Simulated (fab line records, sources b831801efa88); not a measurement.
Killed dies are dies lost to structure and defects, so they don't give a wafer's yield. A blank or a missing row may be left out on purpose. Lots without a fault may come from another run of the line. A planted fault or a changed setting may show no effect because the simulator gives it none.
fab line records | flow gf180mcu | part 2 of 2: steps 33 to 42 of 42
record lots=5 wafers=15 last_day=34
route steps=602 shown HV_LDD@192
lots that met no fault: from a run of the same line without faults
start_h: hours from the record's first day to the start of the lot's first wafer shown | wait_h: hours since the lot's step before | " the same as in the row above | L1.1+2: a row that stands for several wafers | - no value, or no start given | * or withheld: withheld | < > ~ a bound
route shown NAME@n: a module of which the file shows steps, and the number in the route of the first | usual: mean/standard deviation of fault-free wafers | same: alike in all rows | chamber/n: place in a boat | sites: the reading at each site | _std_site: their standard deviation | _edge_site: outer sites' mean less inner sites' | radius_mm: how far each site lies from the wafer's centre | mask NAME#n: copy n | behind: the tool/chamber that last shaped the wafer | hold: why the lot was held/for how many hours/how that ended | device: the transistor (n, p or np) that didn't switch | end of line: the same wafers' tests at the end of the route | a step without rows: its recipe alone | killed: dies lost to structure and defects at the first sort, not the wafer's yield | map: a wafer's dies, x killed, . not, _ none there
set.NAME: the setting as run; set.NAME@STEP: as run at that earlier step | model.NAME: the simulator's own value behind a step, which no gauge read
lots at some steps of the route; a table a step, a row a wafer
services: from which hour (start_h, from the record's first day; less than 0 if before it) a tool's chamber was out of use, for how many hours, and why
## steps
# step GF_HV_LDD_IMPLANT_48
# recipe species=B energy_kev=25 dose_cm2=3e+13 tilt_deg=7
# columns lot.wafer tool chamber start_h wait_h
L074.1+3+4 implanter-03 0 273.19 0.0
L084.1+5+6 implanter-01 0 354.24 0.0
L090.1+4+6 implanter-02 0 402.34 0.0
L094.1+2+5 implanter-01 0 430.04 0.0
L097.1+2+3 implanter-03 0 458.59 0.0
# step GF_HV_LDD_STRIP_49
# recipe chemistry=O2/N2 power_w=1400 pressure_mtorr=1500 platen_temp_c=250 o2_flow_sccm=3000 n2_flow_sccm=300 overash_fraction=0.5
# usual drypump_motor_current_A=5.7/0.33 heater_power_w=334/22 oes_product_au=0.716/0.0042 strip_time_to_endpoint_s=12.63/0.039
# same overash_fraction=0.5
# columns lot.wafer tool chamber start_h wait_h drypump_motor_current_A heater_power_w oes_product_au rf_hours_counter_h strip_time_to_endpoint_s
L074.1 plasma_asher-01 1 273.34 0.1 5.9 368 0.719 15 12.52
L074.3 " 1 " " 5.9 372 0.713 - 12.56
L074.4 " 0 " " 5.8 304 0.717 - 12.58
L084.1 plasma_asher-04 1 354.39 0.1 5.2 323 0.717 70 12.67
L084.5 " 0 " " 5.9 329 0.715 - 12.68
L084.6 " 1 " " 5.2 323 0.711 - 12.63
L090.1 plasma_asher-03 0 402.49 0.1 4.9 317 0.715 77 12.68
L090.4 " 1 " " 6.0 324 0.709 - 12.67
L090.6 " 1 " " 6.0 325 0.714 - 12.68
L094.1 plasma_asher-01 1 430.19 0.1 5.9 369 0.711 33 12.66
L094.2 " 0 " " 5.8 304 0.717 33 12.64
L094.5 " 1 " " 5.9 366 0.720 - 12.64
L097.1 plasma_asher-03 0 458.74 0.1 5.0 340 0.719 1 12.68
L097.2 " 1 " " 6.0 334 0.707 1 12.70
L097.3 " 0 " " 5.0 329 0.714 - 12.65
# step GF_HV_LDD_TW_MEAS_50
# usual HV_LDD_4_TW=566/4.5
# columns lot.wafer tool chamber start_h wait_h HV_LDD_4_TW
L074.1 film_metro-03 - 273.44 0.1 563
L074.3 " - " " 566
L074.4 " - " " 567
L084.1 film_metro-04 - 354.49 0.1 560
L084.5 " - " " 563
L084.6 " - " " 560
L090.1 film_metro-03 - 402.59 0.1 562
L090.4 " - " " 563
L090.6 " - " " 560
L094.1 film_metro-02 - 430.29 0.1 570
L094.2 " - " " 571
L094.5 " - " " 569
L097.1 film_metro-04 - 458.84 0.1 564
L097.2 " - " " 564
L097.3 " - " " 564
# step GF_HV_LDD_CLEAN_51
# recipe chemistry=SC1/SC2 mix=1:4:20 temp_c=70 time_s=150 dry=n2_spin
# columns lot.wafer tool chamber start_h wait_h
L074.1+3+4 wet_bench-04 0 273.50 0.1
L084.1+5+6 wet_bench-02 3 354.55 0.1
L090.1+4+6 wet_bench-03 2 402.65 0.1
L094.1+2+5 wet_bench-03 0 430.35 0.1
L097.1+2+3 wet_bench-02 3 458.90 0.1
# step GF_HV_LDD_RTA_52
# recipe temp_c=1000 time_s=10 ambient=N2
# usual chamber_o2_ppm=2.000/0.021 lamp_power_pct=38.9/1.1 wafer_temp_C_max=1004.2/1.8
# columns lot.wafer tool chamber start_h wait_h chamber_o2_ppm lamp_power_pct wafer_temp_C_max
L074.1 rtp_anneal-02 0 273.55 0.0 2.026 40.2 1004.9
L074.3 " 0 " " 1.977 40.1 1006.7
L074.4 " 0 " " 1.981 40.2 1006.7
L084.1 rtp_anneal-02 0 354.61 0.0 1.972 40.1 1005.8
L084.5 " 0 " " 1.996 40.1 1004.9
L084.6 " 0 " " 1.980 40.1 1010.2
L090.1 rtp_anneal-02 0 402.71 0.0 2.019 40.2 1008.8
L090.4 " 0 " " 2.028 40.1 1008.6
L090.6 " 0 " " 2.029 40.2 1004.7
L094.1 rtp_anneal-02 0 430.41 0.0 1.981 40.1 1004.9
L094.2 " 0 " " 2.002 40.1 1005.7
L094.5 " 0 " " 1.983 40.2 1006.8
L097.1 rtp_anneal-01 0 458.95 0.0 1.975 38.0 1003.4
L097.2 " 0 " " 1.982 38.0 1004.3
L097.3 " 0 " " 1.965 38.0 1002.9
# step GF_HV_LDD_RS_MEAS_53
# recipe thk_meas_gauge=four-point-probe
# usual HV_LDD_RS=418.3/0.84
# columns lot.wafer tool chamber start_h wait_h HV_LDD_RS[ohm/sq]
L074.1 film_metro-02 - 273.62 0.1 418.1
L074.3 " - " " 418.6
L074.4 " - " " 416.8
L084.1 film_metro-02 - 354.67 0.1 417.8
L084.5 " - " " 417.9
L084.6 " - " " 418.7
L090.1 film_metro-03 - 402.77 0.1 417.9
L090.4 " - " " 419.5
L090.6 " - " " 417.2
L094.1 film_metro-03 - 430.47 0.1 418.7
L094.2 " - " " 418.2
L094.5 " - " " 417.0
L097.1 film_metro-03 - 459.02 0.1 419.3
L097.2 " - " " 420.2
L097.3 " - " " 419.0
# step GF_HV_LDD_CVD_54
# recipe material=SiO2 target_thk_nm=10 precursor=TEOS temp_c=680 time_s=75 pressure_mtorr=400
# usual pressure_mtorr=400.1/0.8
# columns lot.wafer tool chamber start_h wait_h pressure_mtorr
L074.1 lpcvd-01 0 273.74 0.1 400.7
L074.3 " 0 " " 400.5
L074.4 " 0 " " 400.0
L084.1 lpcvd-02 1 354.79 0.1 399.4
L084.5 " 1 " " 398.9
L084.6 " 1 " " 399.2
L090.1 lpcvd-02 1 402.89 0.1 401.3
L090.4 " 1 " " 401.0
L090.6 " 1 " " 401.9
L094.1 lpcvd-01 1 430.59 0.1 400.7
L094.2 " 1 " " 400.1
L094.5 " 1 " " 399.8
L097.1 lpcvd-01 1 459.14 0.1 399.7
L097.2 " 1 " " 399.7
L097.3 " 1 " " 400.8
# step GF_HV_LDD_THK_MEAS_55
# recipe reads=SiO2_of_HV_LDD_CVD_54
# usual HV_LDD_CVD_54_THK=10.00/0.14
# columns lot.wafer tool chamber start_h wait_h HV_LDD_CVD_54_THK[nm]
L074.1 film_metro-03 - 274.76 0.0 9.90
L074.3 " - " " 9.86
L074.4 " - " " 9.86
L084.1 film_metro-04 - 355.81 0.0 10.08
L084.5 " - " " 10.24
L084.6 " - " " 10.09
L090.1 film_metro-02 - 403.91 0.0 10.22
L090.4 " - " " 10.17
L090.6 " - " " 10.23
L094.1 film_metro-04 - 431.61 0.0 10.06
L094.2 " - " " 10.19
L094.5 " - " " 10.14
L097.1 film_metro-02 - 460.16 0.0 9.98
L097.2 " - " " 9.97
L097.3 " - " " 9.81
# step GF_HV_LDD_CVD_56
# recipe material=Si3N4 precursor=DCS/NH3 target_thk_nm=90 temp_c=770 time_s=1543 pressure_mtorr=250
# usual pressure_mtorr=250.1/0.54
# columns lot.wafer tool chamber start_h wait_h pressure_mtorr
L074.1 lpcvd-02 1 274.82 0.1 249.7
L074.3 " 1 " " 250.2
L074.4 " 1 " " 250.1
L084.1 lpcvd-01 1 355.87 0.1 250.6
L084.5 " 1 " " 249.6
L084.6 " 1 " " 250.4
L090.1 lpcvd-02 0 403.97 0.1 250.2
L090.4 " 0 " " 250.1
L090.6 " 0 " " 250.1
L094.1 lpcvd-02 0 431.67 0.1 250.2
L094.2 " 0 " " 251.1
L094.5 " 0 " " 250.9
L097.1 lpcvd-02 0 460.22 0.1 250.9
L097.2 " 0 " " 250.7
L097.3 " 0 " " 251.3
# step GF_HV_LDD_THK_MEAS_57
# recipe reads=Si3N4_of_HV_LDD_CVD_56
# usual HV_LDD_CVD_56_THK=89.9/0.78
# columns lot.wafer tool chamber start_h wait_h HV_LDD_CVD_56_THK[nm]
L074.1 film_metro-04 - 276.25 0.0 88.8
L074.3 " - " " 89.2
L074.4 " - " " 89.1
L084.1 film_metro-02 - 357.30 0.0 90.0
L084.5 " - " " 90.4
L084.6 " - " " 90.4
L090.1 film_metro-02 - 405.40 0.0 89.9
L090.4 " - " " 89.4
L090.6 " - " " 89.6
L094.1 film_metro-03 - 433.10 0.0 89.8
L094.2 " - " " 89.5
L094.5 " - " " 89.5
L097.1 film_metro-03 - 461.65 0.0 89.2
L097.2 " - " " 89.5
L097.3 " - " " 89.7
## services
# columns tool chamber start_h hours kind
plasma_asher-03 - 214.59 11.7 repair
implanter-03 - 221.76 1.4 repair
implanter-03 - 222.42 19.1 repair
iline_stepper-01 - 231.96 6.7 repair
plasma_asher-04 - 232.81 0.3 repair
plasma_asher-04 - 234.43 2.8 pm
implanter-01 - 242.40 1.5 repair
lpcvd-01 - 246.99 0.6 repair
plasma_asher-03 - 247.77 6.7 repair
implanter-02 - 257.48 4.3 pm
implanter-03 - 276.87 5.5 pm
lpcvd-02 - 280.10 4.3 pm
implanter-03 - 294.24 1.7 repair
lpcvd-01 - 297.53 2.8 pm
implanter-03 - 312.10 6.8 repair
plasma_asher-03 - 319.98 2.8 pm
plasma_asher-04 - 327.15 4.4 repair
implanter-02 - 348.71 4.1 pm
iline_stepper-01 - 360.56 1.7 pm
implanter-03 - 362.63 6.8 repair
implanter-03 - 406.99 4.9 pm
plasma_asher-04 - 425.55 0.4 repair
lpcvd-02 - 438.04 14.6 pm
implanter-01 - 440.44 1.7 repair
